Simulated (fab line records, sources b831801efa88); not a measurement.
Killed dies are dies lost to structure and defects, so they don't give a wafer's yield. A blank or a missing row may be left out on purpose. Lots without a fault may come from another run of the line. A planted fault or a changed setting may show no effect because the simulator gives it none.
Chamber matching | flow gf180mcu | GF_CONTACT_CVD_02 on pecvd-03: 3 sister chambers
The step deposits SiO2 from TEOS, target thk 860 nm, time 95.992 s. 3 wafers are shown with their chamber, then 7 later ones without.

WAFERS WITH THEIR CHAMBER
wafer  | chamber | heater_power_w (W)
L381.6 | 1       | 784
L387.1 | 0       | 812
L387.3 | 2       | 675

WAFERS WITHOUT THEIR CHAMBER
wafer  | heater_power_w (W)
L387.4 | 711
L391.1 | 568
L391.2 | 791
L391.6 | 696
L395.1 | 627
L395.2 | 715
L395.3 | 810

WHICH CHAMBER EACH WENT THROUGH
wafer  | from the rows above          | in truth
L387.4 | can't be placed: 2 or 1 or 0 | 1
L391.1 | 2                            | 2
L391.2 | can't be placed: 1 or 0      | 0
L391.6 | can't be placed: 2 or 1 or 0 | 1
L395.1 | 2                            | 2
L395.2 | can't be placed: 2 or 1 or 0 | 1
L395.3 | can't be placed: 0 or 1      | 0
Placed correctly: 2 of 7. Can't be placed from these rows: 5 (the true chamber is among the candidates in 5). Placed wrongly: 0.
How it was worked out, from the rows above alone: a wafer's distance from a chamber is the root of the sum, over the readings, of the square of ((its reading less the chamber's mean) divided by the reading's scatter). The wafer belongs to the nearest chamber; if the next one is less than 2 further off, it can't be placed. A chamber's mean is the mean of its shown wafers. The scatter: with one shown wafer a chamber, the root of the mean of the squares of how far each hidden wafer lies from its nearest shown one.
